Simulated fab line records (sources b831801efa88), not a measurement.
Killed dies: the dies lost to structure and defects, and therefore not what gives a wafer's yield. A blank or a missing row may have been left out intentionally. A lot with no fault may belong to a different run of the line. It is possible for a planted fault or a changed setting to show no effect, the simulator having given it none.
Which tool was responsible? + flow gf180mcu + 39 wafers from 13 lots sampled at 5 of the route's 602 steps

WHAT EACH GAUGE READ, for each wafer
GF_PSD_CD_MEAS_07: target cd 400 nm.
| lot  | measured     | on        | cd-nm (nm)        |
|------|--------------|-----------|-------------------|
| L874 | day 14 06:32 | cd-sem-02 | 396.6 395.5 395.2 |
| L876 | day 15 23:02 | cd-sem-02 | 402.9 401.7 401.7 |
| L878 | day 16 00:06 | cd-sem-01 | 405.4 402.1 402.3 |
| L877 | day 16 02:00 | cd-sem-02 | 402.9 404.3 400.6 |
| L879 | day 16 08:04 | cd-sem-01 | 398.5 399.7 397.3 |
| L883 | day 18 03:00 | cd-sem-01 | 401.0 404.7 402.7 |
| L884 | day 18 08:33 | cd-sem-02 | 398.4 397.1 396.4 |
| L887 | day 19 14:10 | cd-sem-02 | 398.5 399.6 397.7 |
| L888 | day 19 16:16 | cd-sem-01 | 401.9 403.4 400.7 |
| L893 | day 21 10:19 | cd-sem-01 | 397.2 398.0 397.8 |
| L894 | day 21 13:58 | cd-sem-01 | 397.9 397.0 395.5 |
| L895 | day 21 22:15 | cd-sem-01 | 405.3 401.9 404.6 |
| L896 | day 22 07:49 | cd-sem-01 | 393.4 392.8 394.1 |

GF_SAB_CD_MEAS_09: target cd 420 nm.
| lot  | measured     | on        | cd-nm (nm)        |
|------|--------------|-----------|-------------------|
| L874 | day 15 04:50 | cd-sem-01 | 418.2 419.3 418.2 |
| L876 | day 16 22:02 | cd-sem-01 | 420.9 420.4 419.2 |
| L878 | day 16 22:41 | cd-sem-01 | 425.9 425.8 425.3 |
| L877 | day 17 00:17 | cd-sem-02 | 422.6 420.7 420.7 |
| L879 | day 17 06:32 | cd-sem-02 | 420.4 422.2 422.4 |
| L883 | day 19 02:37 | cd-sem-02 | 417.9 419.8 419.4 |
| L884 | day 19 08:47 | cd-sem-02 | 421.0 421.8 423.8 |
| L887 | day 20 14:25 | cd-sem-01 | 423.4 420.1 420.1 |
| L888 | day 20 16:43 | cd-sem-02 | 416.2 419.2 417.1 |
| L893 | day 22 10:50 | cd-sem-02 | 418.7 420.3 422.2 |
| L894 | day 22 14:32 | cd-sem-02 | 417.4 418.7 420.1 |
| L895 | day 22 22:25 | cd-sem-01 | 417.9 415.7 416.5 |
| L896 | day 23 07:35 | cd-sem-01 | 422.7 424.5 423.2 |

GF_SALICIDE_THK_MEAS_05: measures by xrf.
| lot  | measured     | on            | SALICIDE_TIN_THK (nm) |
|------|--------------|---------------|-----------------------|
| L874 | day 15 06:46 | film-metro-01 | 20.13 19.73 20.11     |
| L876 | day 16 22:42 | film-metro-03 | 20.51 20.08 20.18     |
| L878 | day 16 23:21 | film-metro-02 | 19.85 19.79 19.65     |
| L877 | day 17 01:07 | film-metro-03 | 19.53 19.46 19.39     |
| L879 | day 17 07:12 | film-metro-03 | 19.78 19.70 20.03     |
| L883 | day 19 03:17 | film-metro-03 | 19.90 20.13 20.16     |
| L884 | day 19 09:28 | film-metro-02 | 20.31 19.92 20.11     |
| L887 | day 20 15:04 | film-metro-02 | 20.38 20.27 20.24     |
| L888 | day 20 17:25 | film-metro-03 | 20.59 20.76 20.47     |
| L893 | day 22 11:29 | film-metro-02 | 17.54 20.15 19.91     |
| L894 | day 22 15:11 | film-metro-03 | 19.74 19.95 20.03     |
| L895 | day 22 23:05 | film-metro-02 | 20.09 19.81 19.88     |
| L896 | day 23 08:16 | film-metro-03 | 19.32 19.63 19.55     |

TOOL THAT RAN EACH LOT (tool first, then ch and the chambers of the sampled wafers, then the start)
| lot  | GF_SALICIDE_SPUTTER_02       | GF_SALICIDE_SPUTTER_03       |
|------|------------------------------|------------------------------|
| L874 | pvd-sputter-01, day 15 06:35 | pvd-sputter-01, day 15 06:37 |
| L876 | pvd-sputter-01, day 16 22:31 | pvd-sputter-01, day 16 22:33 |
| L878 | pvd-sputter-02, day 16 23:10 | pvd-sputter-02, day 16 23:12 |
| L877 | pvd-sputter-03, day 17 00:54 | pvd-sputter-03, day 17 00:56 |
| L879 | pvd-sputter-01, day 17 07:01 | pvd-sputter-01, day 17 07:03 |
| L883 | pvd-sputter-01, day 19 03:07 | pvd-sputter-01, day 19 03:09 |
| L884 | pvd-sputter-02, day 19 09:18 | pvd-sputter-02, day 19 09:20 |
| L887 | pvd-sputter-01, day 20 14:54 | pvd-sputter-01, day 20 14:56 |
| L888 | pvd-sputter-01, day 20 17:14 | pvd-sputter-01, day 20 17:16 |
| L893 | pvd-sputter-01, day 22 11:18 | pvd-sputter-01, day 22 11:20 |
| L894 | pvd-sputter-03, day 22 15:01 | pvd-sputter-03, day 22 15:03 |
| L895 | pvd-sputter-02, day 22 22:54 | pvd-sputter-02, day 22 22:56 |
| L896 | pvd-sputter-03, day 23 08:05 | pvd-sputter-03, day 23 08:07 |
- GF_SALICIDE_SPUTTER_02: material Co, target thk 10 nm, time 20 s.
- GF_SALICIDE_SPUTTER_03: material TiN, target thk 20 nm, time 16.7 s.

WHAT THE TOOLS THEMSELVES READ (means of the sampled wafers that have a number; where no wafer has one, the mark that the record gives instead)
GF_SALICIDE_SPUTTER_02.
| lot  | tool           | cathode-dc-power-W (W) | throttle-valve-pct (%) |
|------|----------------|------------------------|------------------------|
| L874 | pvd-sputter-01 | 1000.0                 | 29.9                   |
| L876 | pvd-sputter-01 | 1000.0                 | 29.8                   |
| L878 | pvd-sputter-02 | 1000.0                 | 29.3                   |
| L877 | pvd-sputter-03 | 1000.0                 | 30.8                   |
| L879 | pvd-sputter-01 | 1000.1                 | 29.9                   |
| L883 | pvd-sputter-01 | 999.9                  | 29.6                   |
| L884 | pvd-sputter-02 | 1000.1                 | 29.7                   |
| L887 | pvd-sputter-01 | 999.9                  | 29.8                   |
| L888 | pvd-sputter-01 | 999.9                  | 29.8                   |
| L893 | pvd-sputter-01 | 1000.0                 | 30.1                   |
| L894 | pvd-sputter-03 | 1000.1                 | 30.7                   |
| L895 | pvd-sputter-02 | 1000.1                 | 29.5                   |
| L896 | pvd-sputter-03 | 1000.0                 | 30.7                   |

GF_SALICIDE_SPUTTER_03.
| lot  | tool           | cathode-dc-power-W (W) | throttle-valve-pct (%) |
|------|----------------|------------------------|------------------------|
| L874 | pvd-sputter-01 | 6501.8                 | 29.8                   |
| L876 | pvd-sputter-01 | 6499.5                 | 29.7                   |
| L878 | pvd-sputter-02 | 6500.8                 | 29.2                   |
| L877 | pvd-sputter-03 | 6500.1                 | 30.7                   |
| L879 | pvd-sputter-01 | 6500.3                 | 29.9                   |
| L883 | pvd-sputter-01 | 6500.6                 | 29.6                   |
| L884 | pvd-sputter-02 | 6500.3                 | 29.6                   |
| L887 | pvd-sputter-01 | 6500.7                 | 29.8                   |
| L888 | pvd-sputter-01 | 6499.8                 | 29.7                   |
| L893 | pvd-sputter-01 | 6500.7                 | 30.1                   |
| L894 | pvd-sputter-03 | 6499.5                 | 30.8                   |
| L895 | pvd-sputter-02 | 6498.6                 | 29.2                   |
| L896 | pvd-sputter-03 | 6500.4                 | 30.6                   |

THE ANSWER, worked out from the rows above alone
Rule: usual is defined by the lots themselves. The widest of any qualifying gaps counts: lots, ordered by their means at a reading, are off when they make up no more than a third of the lots, leave a main group of 4 or more, and stand apart from it by 3 or more times the standard deviation of that group's means. If all means in a main group match to the digits the tables above print for the reading, that group is not used. Also off: a lot with no number at a reading for which 4 or more lots have one. Where the step has rows for the other lots, those lots are counted as sound. First the gauges in route order, then the tools' own readings, where a lot's mean is used as printed above. The first step at which some lot is off is used, and at that step the reading that is off furthest; a lot without a number counts as furthest.
Across all readings shown, no lot is off: no conclusion can be drawn from this.

WHAT THE SIMULATOR PUT IN
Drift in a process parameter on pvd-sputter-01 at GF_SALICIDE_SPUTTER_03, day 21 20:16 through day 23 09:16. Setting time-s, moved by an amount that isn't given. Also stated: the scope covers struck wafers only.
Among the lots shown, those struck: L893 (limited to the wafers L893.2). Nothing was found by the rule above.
